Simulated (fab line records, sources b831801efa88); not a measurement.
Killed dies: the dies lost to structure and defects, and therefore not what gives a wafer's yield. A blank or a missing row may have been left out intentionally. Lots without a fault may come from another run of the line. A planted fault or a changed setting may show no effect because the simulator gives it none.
Tool commonality check + flow gf180mcu + Sampled: 12 lots, 45 wafers

== WHAT PROMPTED THE OPENING ==
3 of 12 lots carry a flag on the reading NSD_RS at GF_PSD_RS_MEAS_14. Wafers without a fault read 46.13 ohm/sq, standard deviation 0.086.
Rule: a lot is flagged in two cases, either no wafer of it has a number, or all its wafers with numbers fall more than 4 standard deviations from that mean. As for the other lots, they are considered sound.

| lot  | measured     | on           | NSD_RS (ohm/sq), wafer by wafer     | flag    |
|------|--------------|--------------|-------------------------------------|---------|
| L367 | day 13 23:01 | filmMetro-01 | 46.12 46.10 46.13                   |         |
| L368 | day 14 08:47 | filmMetro-04 | 46.15 46.20 46.19                   |         |
| L374 | day 16 20:53 | filmMetro-02 | 46.03 46.09 46.17                   |         |
| L375 | day 17 02:50 | filmMetro-02 | 46.25 46.17 46.15                   |         |
| L376 | day 17 09:21 | filmMetro-01 | 48.11 47.95 48.01 47.90 47.93 47.91 | FLAGGED |
| L377 | day 17 14:34 | filmMetro-04 | 47.92 48.03 48.16 47.92 48.01 47.95 | FLAGGED |
| L379 | day 18 10:25 | filmMetro-02 | 48.11 48.14 48.04 48.03 48.12 48.03 | FLAGGED |
| L386 | day 21 01:37 | filmMetro-01 | 46.00 46.07 46.18                   |         |
| L387 | day 21 02:50 | filmMetro-04 | 46.35 46.34 46.20                   |         |
| L388 | day 21 16:11 | filmMetro-02 | 46.31 46.14 46.22                   |         |
| L389 | day 21 23:27 | filmMetro-01 | 46.13 46.13 46.06                   |         |
| L390 | day 22 09:28 | filmMetro-04 | 46.19 46.18 46.10                   |         |
On average the flagged lots' numbers are 48.02 ohm/sq, which is +1.88 ohm/sq against the usual, or +22 standard deviations.

== WHICH TOOL EACH LOT WENT THROUGH ==
The record holds 2 process steps before the reading, out of a route of 602 steps. In each cell: the tool, then ch and the chambers that the sampled wafers went through, then the start.
| lot  | flag    | GF_HV_LDD_ETCHBACK_58             | GF_PSD_RTA_13                   |
|------|---------|-----------------------------------|---------------------------------|
| L367 |         | rieDiel-04 ch 0,2,3, day 12 04:54 | rtpAnneal-01 ch 0, day 13 22:56 |
| L368 |         | rieDiel-02 ch 0,3, day 12 14:14   | rtpAnneal-01 ch 0, day 14 08:41 |
| L374 |         | rieDiel-02 ch 0,2,3, day 15 00:43 | rtpAnneal-02 ch 0, day 16 20:47 |
| L375 |         | rieDiel-03 ch 0,3, day 15 05:40   | rtpAnneal-02 ch 0, day 17 02:44 |
| L376 | FLAGGED | rieDiel-02 ch 2,3, day 15 12:29   | rtpAnneal-02 ch 0, day 17 09:16 |
| L377 | FLAGGED | rieDiel-03 ch 1,2, day 15 17:11   | rtpAnneal-02 ch 0, day 17 14:29 |
| L379 | FLAGGED | rieDiel-04 ch 1,3, day 16 11:45   | rtpAnneal-02 ch 0, day 18 10:19 |
| L386 |         | rieDiel-02 ch 0,1,3, day 19 00:40 | rtpAnneal-02 ch 0, day 21 01:32 |
| L387 |         | rieDiel-03 ch 0,2,3, day 19 02:47 | rtpAnneal-01 ch 0, day 21 02:44 |
| L388 |         | rieDiel-02 ch 0,3, day 19 15:15   | rtpAnneal-01 ch 0, day 21 16:05 |
| L389 |         | rieDiel-03 ch 2,3, day 19 22:50   | rtpAnneal-02 ch 0, day 21 23:22 |
| L390 |         | rieDiel-02 ch 0,1,2, day 20 08:22 | rtpAnneal-01 ch 0, day 22 09:22 |
What the steps here do:
- GF_HV_LDD_ETCHBACK_58: etches Si3N4 in CH3F/O2, stops on SiO2, time 100 s, target depth 90 nm.
- GF_PSD_RTA_13: time 20 s.
- GF_PSD_RS_MEAS_14: measures by four-point-probe.

== FLAGGED OVER TOTAL, TOOL BY TOOL (the gauges that took the reading come last) ==
| step                  | tool         | lots run | flagged | share of the flagged lots | sound lots run after its first flagged lot |
|-----------------------|--------------|----------|---------|---------------------------|--------------------------------------------|
| GF_HV_LDD_ETCHBACK_58 | rieDiel-02   | 6        | 1       | some                      | 3 (L386,L388,L390)                         |
| GF_HV_LDD_ETCHBACK_58 | rieDiel-03   | 4        | 1       | some                      | 2 (L387,L389)                              |
| GF_HV_LDD_ETCHBACK_58 | rieDiel-04   | 2        | 1       | some                      | 0                                          |
| GF_PSD_RTA_13         | rtpAnneal-01 | 5        | 0       | none                      | -                                          |
| GF_PSD_RTA_13         | rtpAnneal-02 | 7        | 3       | all                       | 2 (L386,L389)                              |
| GF_PSD_RS_MEAS_14     | filmMetro-01 | 4        | 1       | some                      | 2 (L386,L389)                              |
| GF_PSD_RS_MEAS_14     | filmMetro-02 | 4        | 1       | some                      | 1 (L388)                                   |
| GF_PSD_RS_MEAS_14     | filmMetro-04 | 4        | 1       | some                      | 2 (L387,L390)                              |

== THE TABLE: WHAT IT ALLOWS ==
All flagged lots share 1 row of the table, namely rtpAnneal-02 at GF_PSD_RTA_13.
- rtpAnneal-02 at GF_PSD_RTA_13: 3 of its 7 lots flagged. Lots that were sound ran on it after the first flagged one (L386, L389); a persistent fault on the entire tool would not allow that. Its own readings lie more than 4 standard deviations out on every wafer of the flagged lots: wafer_temp_C_max.
None of the table's rows ran every flagged lot and, after the first, no sound lot.

== WHAT HAD BEEN PUT IN BY THE SIMULATOR ==
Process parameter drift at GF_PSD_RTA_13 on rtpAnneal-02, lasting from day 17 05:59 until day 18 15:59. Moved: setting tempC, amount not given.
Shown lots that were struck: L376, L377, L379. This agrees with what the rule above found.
